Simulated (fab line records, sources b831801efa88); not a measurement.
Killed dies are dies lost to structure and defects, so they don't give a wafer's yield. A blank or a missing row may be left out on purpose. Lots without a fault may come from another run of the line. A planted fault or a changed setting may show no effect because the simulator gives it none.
A struck lot beside a sound one | flow sky130 | 23 steps out of a route of 708
Sound: wafers L490.1, L490.2, L490.3. Struck: wafer L498.5. (L498.1, L498.4 of the same lot were not struck and are left out.) The cause comes at the end.
At each step with rows: each side's tool, then ch and its chambers, then its first start. Under that, the readings that differ: sound wafers | struck wafers | difference of the means | sigmas: that difference in standard deviations of wafers without a fault.
alike: readings whose means differ by less than 2 such deviations, and words and numbers that are the same on both sides. not compared: withheld readings, readings that some wafer has no value for, bounds like >300 that may hide the same value, and numbers for which the record gives no deviation and whose values overlap.
The two part at a step that has a row with sigmas, a row that says differs or no value, or rows on one side only. Numbers that don't overlap but have no deviation are shown without sigmas and don't part them. A reading that every wafer of one side lacks parts them only if that side has two wafers or more.

first, 2 steps without rows for these wafers: SKY_VT_ADJUST_PCH_PEB_05; SKY_VT_ADJUST_PCH_DEVELOP_06 (develop time 60 s).
SKY_VT_ADJUST_PCH_OVL_MEAS_07:
  sound on overlay-01, day 10 12:53; struck on overlay-02, day 13 10:38
  alike: VT_ADJUST_PCH_OVL
then, 1 step without rows for these wafers: SKY_VT_ADJUST_PCH_IMPLANT_08.
SKY_VT_ADJUST_PCH_STRIP_09: strips in O2/N2.
  sound on plasma_asher-03 ch 0,1, day 10 13:04; struck on plasma_asher-04 ch 0, day 13 10:49
  alike: drypump_motor_current_A, oes_product_au, strip_time_to_endpoint_s
  not compared: rf_hours_counter_h
SKY_VT_ADJUST_PCH_TW_MEAS_10:
  sound on film_metro-04, day 10 13:10; struck on film_metro-03, day 13 10:55
  alike: VT_ADJUST_PCH_TW
then, 6 steps without rows for these wafers: SKY_SONOS_TUNNEL_DEHYDRATE_00 (time 60 s); SKY_SONOS_TUNNEL_HMDS_01 (prime time 60 s); SKY_SONOS_TUNNEL_COAT_02 (resist thk 1140 nm); SKY_SONOS_TUNNEL_SOFTBAKE_03 (time 60 s); SKY_SONOS_TUNNEL_EXPOSE_04 (exposes mask TUNM, target cd 410 nm); SKY_SONOS_TUNNEL_PEB_05.
SKY_SONOS_TUNNEL_DEVELOP_06: develop time 60 s.
  sound on litho_track-02 ch 0, day 11 10:49; struck on litho_track-02 ch 0, day 14 12:16
SKY_SONOS_TUNNEL_CD_MEAS_07: target cd 410 nm.
  sound on cd_sem-02, day 11 10:58; struck on cd_sem-02, day 14 12:42
  reading    | sound             | struck | difference | sigmas
  cd_nm (nm) | 409.8 409.7 409.5 | 364.7  | -45.0      | -20
  not compared: hold
SKY_SONOS_TUNNEL_OVL_MEAS_08:
  sound on overlay-01, day 11 11:05; struck on overlay-01, day 14 17:37
  reading | sound | struck                   | difference                   | sigmas
  hold    | - - - | await_dispo/4.8h/release | no value on the sound wafers |
  alike: SONOS_TUNNEL_OVL
then, 3 steps without rows for these wafers: SKY_SONOS_TUNNEL_IMPLANT_09; SKY_SONOS_TUNNEL_WET_ETCH_10 (etches SiO2 in dHF, target depth 14 nm, time 280 s); SKY_SONOS_TUNNEL_STRIP_11 (strips in SPM, time 600 s).
SKY_SONOS_TUNNEL_TW_MEAS_12:
  sound on film_metro-04, day 11 11:38; struck on film_metro-01, day 14 18:07
  alike: SONOS_TUNNEL_TW
then, 1 step without rows for these wafers: SKY_SONOS_TUNNEL_CLEAN_13 (cleans in dHF, time 20 s).
SKY_SONOS_ONO_OXIDATION_00: stabilise 600 s, purge 300 s, target thk 2.6 nm.
  sound on furnace-01 ch 0, day 11 11:43; struck on furnace-02 ch 0, day 14 18:43
  alike: spike_tc_bottom_C
  not compared: model.SiO2_of_SONOS_ONO_OXIDATION_00.thk_nm
SKY_SONOS_ONO_THK_MEAS_01:
  sound on film_metro-02, day 11 13:04; struck on film_metro-01, day 14 20:04
  alike: SONOS_ONO_OXIDATION_THK
-- the record jumps here: 34 days lie between the struck wafers' starts before and after (it left off in module SONOS_ONO and takes up again in module PAD_OPEN, whose first step shown is number 708 of the route) --
SKY_PAD_OPEN_PROBE_99:
  the record has rows for the struck wafers here (prober-02, day 48 09:29) and none for the sound ones

WHERE THEY PART
First at SKY_SONOS_TUNNEL_CD_MEAS_07; last, within this record, at SKY_PAD_OPEN_PROBE_99.

WHY: what the simulator had put in
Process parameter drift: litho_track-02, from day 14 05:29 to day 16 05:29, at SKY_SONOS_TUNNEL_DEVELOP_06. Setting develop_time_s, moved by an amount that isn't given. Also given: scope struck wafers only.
